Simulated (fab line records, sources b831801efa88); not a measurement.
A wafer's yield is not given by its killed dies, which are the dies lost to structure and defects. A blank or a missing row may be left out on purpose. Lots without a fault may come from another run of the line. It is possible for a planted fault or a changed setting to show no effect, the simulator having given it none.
What tool caused it? :: flow sky130 :: 13 lots with 39 wafers sampled at 2 steps, on a route of 708 steps

## WHAT EACH GAUGE READ, for each wafer
SKY_RES_PROTECT_TW_MEAS_08. Usual: POLY_GATE_TW typically reads 4061, with standard deviation 40.
lot: L196
measured: day 15 17:14
on: film-metro-04
POLY_GATE_TW: 4081 4066 4104
flag: 

lot: L197
measured: day 15 21:46
on: film-metro-03
POLY_GATE_TW: 4009 4002 3998
flag: 

lot: L199
measured: day 16 08:10
on: film-metro-02
POLY_GATE_TW: 4060 4086 4089
flag: 

lot: L198
measured: day 16 08:31
on: film-metro-04
POLY_GATE_TW: 4083 4065 4071
flag: 

lot: L200
measured: day 16 21:07
on: film-metro-04
POLY_GATE_TW: 4061 4063 4075
flag: 

lot: L206
measured: day 18 21:56
on: film-metro-02
POLY_GATE_TW: 4053 4041 4066
flag: 

lot: L207
measured: day 19 11:39
on: film-metro-03
POLY_GATE_TW: 4026 4016 4034
flag: 

lot: L209
measured: day 21 02:35
on: film-metro-02
POLY_GATE_TW: 4078 4106 4099
flag: 

lot: L211
measured: day 21 04:26
on: film-metro-04
POLY_GATE_TW: 4089 4127 4098
flag: 

lot: L212
measured: day 21 11:03
on: film-metro-02
POLY_GATE_TW: 4102 4101 4122
flag: 

lot: L214
measured: day 21 17:20
on: film-metro-03
POLY_GATE_TW: 4036 4014 4008
flag: 

lot: L215
measured: day 22 01:58
on: film-metro-03
POLY_GATE_TW: 3980 3981 3976
flag: 

lot: L217
measured: day 22 20:32
on: film-metro-04
POLY_GATE_TW: 4082 4094 4074
flag: 

SKY_LDD_N_OVL_MEAS_07. Usual: LDD_N_OVL typically reads -0.3 nm, with standard deviation 1.2.
lot: L196
measured: day 18 03:25
on: overlay-01
LDD_N_OVL (nm): -0.5 -1.5 -2.7
flag: 

lot: L197
measured: day 19 17:02
on: overlay-01
LDD_N_OVL (nm): -2.3 -2.3 -2.0
flag: 

lot: L199
measured: day 19 17:38
on: overlay-02
LDD_N_OVL (nm): -0.5 -1.8 -1.2
flag: 

lot: L198
measured: day 19 17:21
on: overlay-01
LDD_N_OVL (nm): -1.0 -1.1 -0.3
flag: 

lot: L200
measured: day 19 17:49
on: overlay-02
LDD_N_OVL (nm): -0.5 0.7 0.2
flag: 

lot: L206
measured: day 21 14:58
on: overlay-01
LDD_N_OVL (nm): 0.4 0.7 -0.6
flag: 

lot: L207
measured: day 22 05:37
on: overlay-01
LDD_N_OVL (nm): -0.4 0.5 -1.5
flag: 

lot: L209
measured: day 23 19:50
on: overlay-02
LDD_N_OVL (nm): -0.2 -0.3 -0.7
flag: 

lot: L211
measured: day 23 21:58
on: overlay-01
LDD_N_OVL (nm): -0.8 -1.0 0.1
flag: 

lot: L212
measured: day 24 03:25
on: overlay-01
LDD_N_OVL (nm): 1.9 2.1 1.6
flag: 

lot: L214
measured: day 24 09:36
on: overlay-01
LDD_N_OVL (nm): -1.7 -1.9 -2.0
flag: 

lot: L215
measured: day 24 18:43
on: overlay-01
LDD_N_OVL (nm): 1.4 -0.6 -0.3
flag: 

lot: L217
measured: day 25 11:47
on: overlay-01
LDD_N_OVL (nm): -0.9 -0.1 0.5
flag: 

## WHAT TOOL EACH LOT RAN ON (gives the tool, then ch and the chambers of the sampled wafers, and finally the start)
Record: no process step prior to these readings.

## WHAT THE TOOLS THEMSELVES READ (means of the sampled wafers that have a number; where no wafer has one, the mark that the record gives instead)
The record holds no such reading with a usual standard deviation.

## THE ANSWER, worked out from the rows above alone
Rule: take the mean of a lot's wafers that have a number; if it is more than 3 standard deviations from the usual mean, the lot is off. A lot without any number at a reading at which 4 lots or more have one is off too. All remaining lots with rows at the step are treated as sound. First the gauges in route order, then the tools' own readings, where a lot's mean is used as printed above. At the first step where some lot is off, the reading lying furthest off is the one used; lots without a number count as furthest.
None of the lots is off at any reading shown; this tells nothing.

## WHAT WAS PUT IN BY THE SIMULATOR
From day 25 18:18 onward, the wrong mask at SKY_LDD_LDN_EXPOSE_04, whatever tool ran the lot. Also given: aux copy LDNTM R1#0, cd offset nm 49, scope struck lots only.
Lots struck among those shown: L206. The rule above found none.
